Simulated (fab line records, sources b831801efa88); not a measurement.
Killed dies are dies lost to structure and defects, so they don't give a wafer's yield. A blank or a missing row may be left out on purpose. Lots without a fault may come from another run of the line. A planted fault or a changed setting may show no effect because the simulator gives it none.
A struck lot beside a sound one | flow sky130 | 15 steps out of a route of 708
Sound: wafers L480.1, L480.2, L480.4. Struck: wafers L483.1, L483.4, L483.5. The cause comes at the end.
At each step with rows: each side's tool, then ch and its chambers, then its first start. Under that, the readings that differ: sound wafers | struck wafers | difference of the means | sigmas: that difference in standard deviations of wafers without a fault.
alike: readings whose means differ by less than 2 such deviations, and words and numbers that are the same on both sides. not compared: withheld readings, readings that some wafer has no value for, bounds like >300 that may hide the same value, and numbers for which the record gives no deviation and whose values overlap.
The two part at a step that has a row with sigmas, a row that says differs or no value, or rows on one side only. Numbers that don't overlap but have no deviation are shown without sigmas and don't part them. A reading that every wafer of one side lacks parts them only if that side has two wafers or more.

SKY_VT_ADJUST_PCH_TW_MEAS_10:
  sound on film_metro-02, day 13 17:59; struck on film_metro-02, day 14 16:31
  alike: VT_ADJUST_PCH_TW
then, 7 steps without rows for these wafers: SKY_SONOS_TUNNEL_DEHYDRATE_00 (time 60 s); SKY_SONOS_TUNNEL_HMDS_01 (prime time 60 s); SKY_SONOS_TUNNEL_COAT_02 (resist thk 1140 nm); SKY_SONOS_TUNNEL_SOFTBAKE_03 (time 60 s); SKY_SONOS_TUNNEL_EXPOSE_04 (exposes mask TUNM, target cd 410 nm); SKY_SONOS_TUNNEL_PEB_05; SKY_SONOS_TUNNEL_DEVELOP_06 (develop time 60 s).
SKY_SONOS_TUNNEL_CD_MEAS_07: target cd 410 nm.
  sound on cd_sem-02, day 14 19:36; struck on cd_sem-01, day 15 19:00
  alike: cd_nm
SKY_SONOS_TUNNEL_OVL_MEAS_08:
  sound on overlay-02, day 14 19:43; struck on overlay-01, day 15 19:07
  alike: SONOS_TUNNEL_OVL
then, 2 steps without rows for these wafers: SKY_SONOS_TUNNEL_IMPLANT_09; SKY_SONOS_TUNNEL_WET_ETCH_10 (etches SiO2 in dHF, target depth 14 nm, time 280 s).
SKY_SONOS_TUNNEL_STRIP_11: strips in SPM, time 600 s.
  sound on wet_bench-03 ch 0, day 14 19:59; struck on wet_bench-03 ch 0, day 15 19:28
  no value came back on the struck wafers for bath_guard_temp_C (C), bath_heat_duty_pct (%); on the sound wafers bath_guard_temp_C (C) reads 129.3 129.4 129.6
  reading                                           | sound | struck         | difference | sigmas
  model.NOVOLAK_of_SONOS_TUNNEL_COAT_02.thk_nm (nm) | 0 0 0 | 1137 1139 1142 | +1139      |
SKY_SONOS_TUNNEL_TW_MEAS_12:
  sound on film_metro-02, day 14 20:11; struck on film_metro-02, day 15 19:39
  alike: SONOS_TUNNEL_TW
-- the record jumps here: 33 days lie between the struck wafers' starts before and after (it left off in module SONOS_TUNNEL and takes up again in module PAD_OPEN, whose first step shown is number 708 of the route) --
SKY_PAD_OPEN_PROBE_99:
  sound on prober-01, day 48 10:15; struck on prober-01, day 49 00:31
  reading             | sound    | struck      | difference | sigmas
  killed_at_front_end | 14 18 12 | 435 435 409 | +412       | +99 or more
  killed_dies         | 85 89 84 | 492 492 492 | +406       | +44
  killed_on_rim       | 16 19 18 | 96 96 96    | +78        | +20
  alike: killed_at_M0_to_M3, killed_at_M4_up, killed_at_contacts, killed_at_other, killed_open, killed_short

WHERE THEY PART
First at SKY_SONOS_TUNNEL_STRIP_11; last, within this record, at SKY_PAD_OPEN_PROBE_99.

WHY: what the simulator had put in
Skipped step whole: wet_bench-03, from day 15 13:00 on, at SKY_SONOS_TUNNEL_STRIP_11. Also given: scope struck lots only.
